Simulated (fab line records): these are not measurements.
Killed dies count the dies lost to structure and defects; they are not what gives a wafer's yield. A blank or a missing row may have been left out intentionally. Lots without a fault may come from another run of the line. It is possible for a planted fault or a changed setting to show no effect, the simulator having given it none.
One fault through the eyes of 2 desks | flow gf180mcu | every desk sees just its own numbers, and what lay behind them comes last

THE METROLOGY DESK
What the gauges read for every lot (on any tool): the sampled wafers with a number, averaged. Marked OUT: a lot whose mean sits more than 4 standard deviations from the usual mean, which makes it out of limits; the brackets give that distance.
Columns: A = V4_W_THK at GF_V4_THK_MEAS_25, usual 358 nm; B = MIM_CVD_05_THK at GF_MIM_THK_MEAS_06, usual 42.2 nm; C = cd-nm at GF_V5_CD_MEAS_14, usual 260.3 nm
lot  | first seen here | A   | B               | C
L163 | day 24 08:16    | 368 | 42.7            | 261.3
L164 | day 24 17:07    | 361 | 42.4            | 259.7
L167 | day 25 19:08    | 359 | 42.1            | 258.1
L170 | day 26 19:16    | 364 | 41.8            | 257.6
L171 | day 27 00:50    | 355 | 42.0            | 260.0
L172 | day 27 07:21    | 353 | 42.2            | 259.5
L174 | day 28 02:28    | 359 | 41.6            | 260.1
L175 | day 28 08:19    | 358 | 41.8            | 261.4
L179 | day 29 07:05    | 349 | 44.9 (+4.9) OUT | 259.6
L181 | day 30 06:08    | 363 | 45.3 (+5.7) OUT | 261.0
L183 | day 31 00:10    | 354 | 42.6            | 260.3
L185 | day 31 03:38    | 360 | 42.1            | 261.7
L186 | day 31 09:26    | 355 | 42.0            | 259.6
Per this desk, out of limits: L179, L181; the first was L179, day 29 07:42 (MIM_CVD_05_THK at GF_MIM_THK_MEAS_06). L163, L164, L167, L170, L171, L172, L174, L175, L183, L185, L186: within limits.

THE TOOL OWNER'S DESK: pecvd-04
The tool's own readings at GF_MIM_CVD_05 (deposits Si3N4, target thk 42 nm, time 29.086 s): means of the sampled wafers that have a number, for each lot that ran on this tool. Marked OUT: a lot whose mean sits more than 4 standard deviations from the usual mean, which makes it out of limits; the brackets give that distance.
Columns: A = heater-power-outer-w at GF_MIM_CVD_05, usual 359 W; B = heater-power-w at GF_MIM_CVD_05, usual 605 W
lot  | first seen here | A   | B
L163 | day 24 08:50    | 378 | 657
L171 | day 27 01:26    | 386 | 648
L174 | day 28 03:02    | 344 | 578
L175 | day 28 08:54    | 356 | 594
L179 | day 29 07:40    | 353 | 573
L181 | day 30 06:41    | 378 | 617
Result from this desk: across the 6 lots, nothing is out of limits.

ALL TOGETHER
An alarm was possible from the metrology desk at day 29 07:42, on L179, L181.
The tool owner's desk saw nothing out of limits.
On record at the tool owner's desk: L179, L181, within its limits.
Every lot named ran GF_MIM_CVD_05 on pecvd-04.

WHAT HAD BEEN PUT IN BY THE SIMULATOR
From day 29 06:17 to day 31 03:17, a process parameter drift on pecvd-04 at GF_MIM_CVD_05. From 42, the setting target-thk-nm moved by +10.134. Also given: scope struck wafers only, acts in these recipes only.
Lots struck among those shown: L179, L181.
Time in hours between the start of the fault and the first out-of-limits reading at each desk: metrology desk, 1.
